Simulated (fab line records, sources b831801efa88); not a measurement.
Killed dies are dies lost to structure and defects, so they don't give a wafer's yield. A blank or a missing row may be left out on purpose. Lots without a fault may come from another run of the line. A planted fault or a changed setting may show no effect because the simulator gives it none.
Split-lot experiment | flow sfq_line | 5 lots, 23 wafers read, on a route of 325 steps

THE SPLIT
At SFQ_TRILAYER_M8_DEP_EVAP_196 (material Au, target thk 180 nm, time 900 s), the setting time_s was moved away from the recipe's 900 s on 5 of the 23 wafers read, by -14.3% to -5.0%. The other wafers ran this setting at the recipe's value.

FROM THE SPLIT TO THE READING: what the file shows between them, 1 step
- SFQ_M8_RS_MEAS_949: measures by four-point-probe

THE READING
M8_AU_THK, in nm, at SFQ_M8_THK_MEAS_950 (measures by xrf). Fault-free wafers of this fab line usually give 181.2 nm, standard deviation 2.1 nm.

wafer  | tool, chamber at the split | time_s as run, s | against the recipe | M8_AU_THK, nm | against lot-mates on the recipe
L074.1 | pvd_sputter-02, -          | 900              | recipe             | 183.3         | -
L074.2 | pvd_sputter-02, -          | 900              | recipe             | 181.2         | -
L074.3 | pvd_sputter-02, -          | 855.3            | -5.0%              | 171.3         | -10.8
L074.4 | pvd_sputter-02, -          | 855.3            | -5.0%              | 173.9         | -8.2
L074.5 | pvd_sputter-02, -          | 900              | recipe             | 181.9         | -
L077.1 | pvd_sputter-01, -          | 900              | recipe             | 177.3         | -
L077.4 | pvd_sputter-01, -          | 900              | recipe             | 179.4         | -
L077.5 | pvd_sputter-01, -          | 900              | recipe             | 179.0         | -
L082.1 | pvd_sputter-02, -          | 771.1            | -14.3%             | 157.6         | -24.5
L082.2 | pvd_sputter-02, -          | 900              | recipe             | 182.0         | -
L082.3 | pvd_sputter-02, -          | 771.1            | -14.3%             | 159.0         | -23.1
L082.4 | pvd_sputter-02, -          | 771.1            | -14.3%             | 157.6         | -24.5
L082.5 | pvd_sputter-02, -          | 900              | recipe             | 182.1         | -
L084.1 | pvd_sputter-02, -          | 900              | recipe             | 182.1         | -
L084.3 | pvd_sputter-02, -          | 900              | recipe             | 180.1         | -
L084.4 | pvd_sputter-02, -          | 900              | recipe             | 182.6         | -
L084.5 | pvd_sputter-02, -          | 900              | recipe             | 182.8         | -
L084.6 | pvd_sputter-02, -          | 900              | recipe             | 182.0         | -
L085.1 | pvd_sputter-01, -          | 900              | recipe             | 180.3         | -
L085.2 | pvd_sputter-01, -          | 900              | recipe             | 181.8         | -
L085.3 | pvd_sputter-01, -          | 900              | recipe             | 180.6         | -
L085.4 | pvd_sputter-01, -          | 900              | recipe             | 181.7         | -
L085.6 | pvd_sputter-01, -          | 900              | recipe             | 180.6         | -

THE FIT
A straight line over all 23 wafers: M8_AU_THK changes by +1.62 nm for each +1% of time_s; r = +0.98; the points scatter about the line by 1.4 nm.
The same after taking each lot's own level away (the mean of its wafers on the recipe; 23 wafers): +1.69 nm for each +1%; r = +0.99; scatter 0.94 nm.
On that fit, the largest move of time_s shifts the reading by 24 nm.
The lots' own levels span 178.57 to 182.13 nm, that is 1.7 times the standard deviation above.
So the lot-to-lot level changes the slope little: the two slopes agree.
Check: with one of the wafers moved furthest among these (-14.3%) left out of the fit, the line predicts -24.1 nm for it against its lot-mates. It came out at -24.5 nm against them.

THE WHOLE CHAIN: every reading that the file lists as answering this split, in the file's order
step                         | what it does                               | reading                                                                                | change (the file's fit)              | r (the file's)
SFQ_TRILAYER_M8_DEP_EVAP_196 | material Au, target thk 180 nm, time 900 s | Au_of_TRILAYER_M8_DEP_EVAP_196.thk_nm (the simulator's own value, which no gauge read) | +1.7 nm for each +1% of the setting  | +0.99
SFQ_M8_RS_MEAS_949           | measures by four-point-probe               | M8_AU_RS                                                                               | -0.00167 for each +1% of the setting | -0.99
SFQ_M8_THK_MEAS_950          | measures by xrf                            | M8_AU_THK                                                                              | +1.7 for each +1% of the setting     | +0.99

THE FILE'S OWN FIT
M8_AU_THK changes by +1.7 nm for each +1% of time_s, r = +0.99.
